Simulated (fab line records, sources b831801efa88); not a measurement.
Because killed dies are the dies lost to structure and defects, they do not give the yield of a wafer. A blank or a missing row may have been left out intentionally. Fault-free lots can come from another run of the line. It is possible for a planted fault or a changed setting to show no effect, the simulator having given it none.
8D (eight disciplines) problem report, filled in by code    flow sky130    the parts of the form that need people (team, actions taken, sign-off) are left out

1. THE ISSUE
Wafers without a fault read 56.59 W, standard deviation 0.043; heaterPowerTotalW at SKY_SONOS_ONO_SOFTBAKE_09 reads a mean of 60.32 W on 4 wafers belonging to 3 lots. Measured from the usual mean, that is +87 standard deviations.
The step: time 60 s.
First seen on wafer L307.6, day 19 07:13, on lithoTrack-02. Wafers with a number at this step in the record: 39, from 14 lots. The rule behind "out" and "out of limits": a value lying over 4 standard deviations away from the usual mean. The rest of the wafers with a number are treated as sound.

2. WHAT THIS IS AND IS NOT
question                     is                              is not
which readings at this step  heaterPowerTotalW, runLengthS   -
which lots                   L307, L309, L311                L288, L290, L291, L292, L293, L294, L296, L299, L300, L301, L310
which wafers of those lots   L307.6, L309.1, L309.6, L311.6  L307.3, L311.3
read on which tools          lithoTrack-02                   lithoTrack-03, lithoTrack-04
when                         from day 19 07:13               up to then (31 sound wafers); but 4 sound wafers of L310, L311 came after

3. THE SUSPECTS, EACH WITH WHAT RULES IT OUT
Counting: if a tool at a process step up to the reading ran every lot that is out, it stays a suspect. Sound lots after the first of them don't rule it out here, since some wafers of a struck lot are sound.
- lithoTrack-02 at SKY_SONOS_ONO_SOFTBAKE_09 (time 60 s): kept. It ran every lot that is out, first L307 (day 19 07:13); its last sound lot up to then is L301 (day 17 03:25). On those wafers its own readings are out: heaterPowerTotalW, runLengthS.
Remaining after the count: lithoTrack-02 at SKY_SONOS_ONO_SOFTBAKE_09.

4. THE CAUSE (what the simulator had put in)
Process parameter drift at SKY_SONOS_ONO_SOFTBAKE_09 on lithoTrack-02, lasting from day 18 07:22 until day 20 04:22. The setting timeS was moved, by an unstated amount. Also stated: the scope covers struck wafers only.
Counting left only this tool.

5. SEQUENCE OF EFFECTS, ordered by route
Each row: a reading whose mean over the struck wafers that have a number lies more than 3 standard deviations from the usual. Only readings whose record carries a usual standard deviation are examined. hours: median over the lots of the time between each lot's start at the first step of this table that gives one and its start at this step. sigmas: the change, counted in usual standard deviations.
hours  step                       reading            usual    on struck wafers  change  sigmas
0      SKY_SONOS_ONO_SOFTBAKE_09  heaterPowerTotalW  56.59 W  60.32             +3.73   +87
0      SKY_SONOS_ONO_SOFTBAKE_09  runLengthS         89.1 s   78.5              -10.6   -31
It contains these process steps:
- SKY_SONOS_ONO_SOFTBAKE_09: time 60 s.

6. HOW IT WOULD HAVE BEEN CAUGHT EARLIER
The fault began at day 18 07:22; the first out-of-limits reading in this record came at day 19 07:13, 24 hours later.
